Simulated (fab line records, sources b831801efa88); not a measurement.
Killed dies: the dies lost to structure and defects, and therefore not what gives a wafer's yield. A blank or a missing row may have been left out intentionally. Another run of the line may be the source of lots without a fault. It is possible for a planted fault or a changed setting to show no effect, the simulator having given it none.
Which tool is to blame?	flow gf180mcu	12 lots with 36 wafers sampled at 5 steps, on a route of 602 steps

== WHAT THE GAUGES READ, wafer by wafer ==
GF_V4_THK_MEAS_25: measures by xrf. Usual: for V4_W_THK the level is 345 nm and the standard deviation is 5.4.
lot	measured	on	V4_W_THK (nm)	flag
L776	day 25 00:56	film-metro-01	351 346 350	
L777	day 25 02:44	film-metro-03	351 344 345	
L778	day 25 04:01	film-metro-01	353 350 350	
L779	day 25 20:04	film-metro-01	357 349 351	
L780	day 26 05:25	film-metro-01	352 354 351	
L781	day 26 22:14	film-metro-03	352 349 349	
L782	day 26 22:32	film-metro-03	346 347 344	
L787	day 28 00:44	film-metro-01	349 350 351	
L789	day 28 20:58	film-metro-01	354 352 355	
L794	day 30 11:09	film-metro-02	340 340 333	
L796	day 30 16:23	film-metro-02	343 338 347	
L798	day 31 02:44	film-metro-01	354 347 347	

GF_PASSIVATION_THK_MEAS_01. Usual: for PASSIVATION_CVD_00_THK the level is 1004 nm and the standard deviation is 13.
lot	measured	on	PASSIVATION_CVD_00_THK (nm)	flag
L776	day 28 16:38	film-metro-03	1005 993 999	
L777	day 28 17:20	film-metro-02	1024 1040 1021	
L778	day 28 18:32	film-metro-01	1003 985 1018	
L779	day 29 08:53	film-metro-03	1002 1002 1023	
L780	day 29 18:28	film-metro-03	996 998 1009	
L781	day 30 09:23	film-metro-03	1018 1019 1018	
L782	day 30 10:22	film-metro-03	988 979 992	
L787	day 31 10:47	film-metro-02	1003 1293 1004	OFF
L789	day 32 03:41	film-metro-01	1000 1310 1023	OFF
L794	day 33 11:33	film-metro-03	1002 989 1000	
L796	day 33 16:04	film-metro-03	993 991 1020	
L798	day 34 01:20	film-metro-03	971 998 1021	

== WHAT TOOL EACH LOT RAN ON (gives the tool, then ch and the chambers of the sampled wafers, and finally the start) ==
lot	GF_V4_ETCH_16	GF_MIM_SPUTTER_03	GF_PASSIVATION_CVD_00
L776	rie-diel-01 ch 0,2,3, day 24 23:57	pvd-sputter-02, day 25 01:28	pecvd-01 ch 0,1,2, day 28 16:33
L777	rie-diel-02 ch 0,1, day 25 01:43	pvd-sputter-02, day 25 03:14	pecvd-04 ch 0,2, day 28 17:14
L778	rie-diel-03 ch 2,3, day 25 03:01	pvd-sputter-04, day 25 04:32	pecvd-04 ch 0,1,2, day 28 18:26
L779	rie-diel-02 ch 1,2,3, day 25 18:44	pvd-sputter-04, day 25 20:35	pecvd-04 ch 0,1, day 29 08:49
L780	rie-diel-02 ch 0,3, day 26 04:23	pvd-sputter-04, day 26 05:56	pecvd-04 ch 0,1, day 29 18:23
L781	rie-diel-02 ch 0,2,3, day 26 21:14	pvd-sputter-03, day 26 22:45	pecvd-04 ch 0,1,2, day 30 09:18
L782	rie-diel-01 ch 0,2,3, day 26 21:32	pvd-sputter-04, day 26 23:03	pecvd-04 ch 0,2, day 30 10:17
L787	rie-diel-01 ch 1,2,3, day 27 23:43	pvd-sputter-03, day 28 01:14	pecvd-04 ch 0,1,2, day 31 10:41
L789	rie-diel-02 ch 2,3, day 28 19:58	pvd-sputter-02, day 28 21:29	pecvd-04 ch 0,1,2, day 32 03:36
L794	rie-diel-02 ch 1,2,3, day 30 10:09	pvd-sputter-03, day 30 11:40	pecvd-02 ch 0,1,2, day 33 11:28
L796	rie-diel-01 ch 0,1,3, day 30 15:23	pvd-sputter-03, day 30 16:54	pecvd-02 ch 1,2, day 33 15:58
L798	rie-diel-02 ch 0,2,3, day 31 01:45	pvd-sputter-03, day 31 03:16	pecvd-01 ch 1,2, day 34 01:16
- GF_V4_ETCH_16: etches BARC in N2/H2.
- GF_MIM_SPUTTER_03: material Ti, target thk 10 nm, time 6.7 s.
- GF_PASSIVATION_CVD_00: deposits SiO2 from TEOS, target thk 1000 nm, time 111.95 s.

== AS READ BY THE TOOLS THEMSELVES (means over the sampled wafers that have a number; for cases with no such wafer, the mark the record gives instead) ==
GF_V4_ETCH_16. Usual: drypump-motor-current-A 5.6 A, standard deviation 0.5; oes-product-au 0.855 a.u., standard deviation 0.0047; throttle-valve-pct 13.224 %, standard deviation 0.0086.
lot	tool	drypump-motor-current-A (A)	oes-product-au (a.u.)	throttle-valve-pct (%)	flag
L776	rie-diel-01	5.5	0.855	13.227	
L777	rie-diel-02	5.7	0.858	13.223	
L778	rie-diel-03	5.5	0.855	13.222	
L779	rie-diel-02	5.5	0.855	13.227	
L780	rie-diel-02	5.3	0.853	13.231	
L781	rie-diel-02	5.4	0.850	13.220	
L782	rie-diel-01	5.5	0.856	13.223	
L787	rie-diel-01	5.6	0.860	13.228	
L789	rie-diel-02	5.3	0.856	13.222	
L794	rie-diel-02	5.5	0.856	13.229	
L796	rie-diel-01	5.7	0.850	13.230	
L798	rie-diel-02	5.4	0.855	13.221	

GF_MIM_SPUTTER_03. Usual: chamber-pressure-pa 0.3000 Pa, standard deviation 0.00052; throttle-valve-pct 30.7 %, standard deviation 0.83.
lot	tool	chamber-pressure-pa (Pa)	throttle-valve-pct (%)	flag
L776	pvd-sputter-02	0.3002	31.0	
L777	pvd-sputter-02	0.3001	30.7	
L778	pvd-sputter-04	0.2995	31.8	
L779	pvd-sputter-04	0.3000	31.8	
L780	pvd-sputter-04	0.2999	30.9	
L781	pvd-sputter-03	0.3001	31.3	
L782	pvd-sputter-04	0.2999	30.6	
L787	pvd-sputter-03	0.2997	30.6	
L789	pvd-sputter-02	0.2996	30.4	
L794	pvd-sputter-03	0.3001	30.6	
L796	pvd-sputter-03	0.3001	30.7	
L798	pvd-sputter-03	0.2997	30.6	

GF_PASSIVATION_CVD_00. Usual: heater-power-w reads 703 W (standard deviation 78).
lot	tool	heater-power-w (W)	flag
L776	pecvd-01	784	
L777	pecvd-04	688	
L778	pecvd-04	699	
L779	pecvd-04	643	
L780	pecvd-04	649	
L781	pecvd-04	716	
L782	pecvd-04	685	
L787	pecvd-04	669	
L789	pecvd-04	592	
L794	pecvd-02	715	
L796	pecvd-02	713	
L798	pecvd-01	709	

== THE ANSWER, worked out from the rows above alone ==
Rule: a lot counts as off when the mean over its wafers that have a number is more than 3 standard deviations away from the usual mean. A lot without any number at a reading at which 4 lots or more have one is off too. Any other lot the step has rows for is counted as sound. First the gauges in route order, then the tools' own readings, where a lot's mean is used as printed above. At the first step where some lot is off, the reading lying furthest off is the one used; lots without a number count as furthest.
Off: L787, L789, seen at GF_PASSIVATION_THK_MEAS_01 (PASSIVATION_CVD_00_THK).
A tool fits if, at a process step before that reading, it ran every lot that is off, and no sound lot after the first of them. The gauges at GF_PASSIVATION_THK_MEAS_01 are tried like those tools. One fits: pecvd-04 at GF_PASSIVATION_CVD_00. Its last sound lot is L782 (day 30 10:17), its first lot that is off L787 (day 31 10:41): a fault that began between those two fits.

== WHAT THE SIMULATOR HAD INSERTED ==
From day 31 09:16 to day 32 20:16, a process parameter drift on pecvd-04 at GF_PASSIVATION_CVD_00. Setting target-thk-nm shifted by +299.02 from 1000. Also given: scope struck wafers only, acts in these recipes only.
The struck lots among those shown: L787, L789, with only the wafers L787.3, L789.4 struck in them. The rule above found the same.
